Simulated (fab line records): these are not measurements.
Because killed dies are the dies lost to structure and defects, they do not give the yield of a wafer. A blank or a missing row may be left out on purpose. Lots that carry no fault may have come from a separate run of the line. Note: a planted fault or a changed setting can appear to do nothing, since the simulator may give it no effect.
Chamber matching :: flow gf180mcu :: 3 sister chambers for GF_CONTACT_CVD_02 on pecvd-04
The step deposits SiO2 from TEOS, target thk 860 nm, time 95.992 s. 3 wafers are shown with their chamber, then 8 later ones without.

WAFERS PAIRED WITH THEIR CHAMBERS
wafer: L083.6
chamber: 1
heater_power_w (W): 697

wafer: L085.6
chamber: 2
heater_power_w (W): 657

wafer: L087.3
chamber: 0
heater_power_w (W): 680

WAFERS WITHOUT THEIR CHAMBER
wafer: L087.4
heater_power_w (W): 560

wafer: L087.5
heater_power_w (W): 838

wafer: L089.2
heater_power_w (W): 768

wafer: L089.3
heater_power_w (W): 684

wafer: L089.5
heater_power_w (W): 554

wafer: L092.1
heater_power_w (W): 660

wafer: L092.2
heater_power_w (W): 581

wafer: L092.5
heater_power_w (W): 534

EACH ONE'S CHAMBER
wafer: L087.4
from the rows above: can't be placed: 2 or 0 or 1
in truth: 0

wafer: L087.5
from the rows above: can't be placed: 1 or 0 or 2
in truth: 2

wafer: L089.2
from the rows above: can't be placed: 1 or 0 or 2
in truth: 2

wafer: L089.3
from the rows above: can't be placed: 0 or 1 or 2
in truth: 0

wafer: L089.5
from the rows above: can't be placed: 2 or 0 or 1
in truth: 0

wafer: L092.1
from the rows above: can't be placed: 2 or 0 or 1
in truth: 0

wafer: L092.2
from the rows above: can't be placed: 2 or 0 or 1
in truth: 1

wafer: L092.5
from the rows above: can't be placed: 2 or 0 or 1
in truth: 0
Correct placement for 0 of the 8. Can't be placed from these rows: 8 (the true chamber is among the candidates in 8). Placed wrongly: 0.
How it was worked out, from the rows above alone: a wafer's distance from a chamber is the root of the sum, over the readings, of the square of ((its reading less the chamber's mean) divided by the reading's scatter). If the next closest chamber is less than 2 further off than the closest, the wafer can't be placed; otherwise it belongs to the closest. The mean given for a chamber averages the wafers shown for that chamber. The scatter: with one shown wafer a chamber, the root of the mean of the squares of how far each hidden wafer lies from its nearest shown one.
